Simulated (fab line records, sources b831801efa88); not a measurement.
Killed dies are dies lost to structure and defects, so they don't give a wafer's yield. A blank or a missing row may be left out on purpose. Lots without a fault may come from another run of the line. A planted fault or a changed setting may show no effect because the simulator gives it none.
Which tool did it? | flow gf180mcu | 6 lots, 18 wafers sampled, at 3 steps of a route of 602

WHAT THE GAUGES READ, wafer by wafer
GF_V5_CD_MEAS_14: target cd 260 nm.
lot  | measured     | on        | cd_nm (nm)
L178 | day 27 11:58 | cd_sem-02 | 258.5 259.0 258.9
L182 | day 28 14:59 | cd_sem-01 | 259.9 259.8 259.7
L184 | day 29 09:34 | cd_sem-02 | 262.1 262.3 260.3
L194 | day 32 03:26 | cd_sem-02 | 261.3 260.1 259.5
L196 | day 32 14:50 | cd_sem-02 | 262.6 259.8 261.7
L198 | day 33 02:20 | cd_sem-01 | 258.6 259.3 259.2

WHICH TOOL RAN EACH LOT (tool, then ch and the chambers of the sampled wafers, then the start)
lot  | GF_M5_STRIP_11                       | GF_V5_CMP_04
L178 | plasma_asher-01 ch 0,1, day 26 14:23 | cmp-01 ch 1,3, day 26 15:25
L182 | plasma_asher-01 ch 0,1, day 27 18:35 | cmp-01 ch 0,1,3, day 27 19:31
L184 | plasma_asher-04 ch 0,1, day 28 13:04 | cmp-02 ch 0,1,3, day 28 13:52
L194 | plasma_asher-03 ch 0,1, day 31 08:40 | cmp-01 ch 1,2,3, day 31 10:25
L196 | plasma_asher-03 ch 0,1, day 31 20:31 | cmp-02 ch 1,2,3, day 31 21:22
L198 | plasma_asher-01 ch 0,1, day 32 08:40 | cmp-02 ch 0,1,3, day 32 09:52
- GF_M5_STRIP_11: strips in O2/N2.
- GF_V5_CMP_04: polishes SiO2.

THE ANSWER, worked out from the rows above alone
Rule: what is usual is taken from the lots themselves. Put in order of their means at a reading, lots are off if they are a third of the lots or fewer, leave a main group of 4 or more, and stand apart from it by a gap of 3 or more times the standard deviation of the main group's means; of several such gaps the widest counts. A main group whose means are all the same, to the digits that the tables above print for the reading, isn't used. A lot without any number at a reading at which 4 lots or more have one is off too. The other lots that the step has rows for count as sound.
No lot is off at any reading shown: from this, nothing can be told.

WHAT THE SIMULATOR HAD PUT IN
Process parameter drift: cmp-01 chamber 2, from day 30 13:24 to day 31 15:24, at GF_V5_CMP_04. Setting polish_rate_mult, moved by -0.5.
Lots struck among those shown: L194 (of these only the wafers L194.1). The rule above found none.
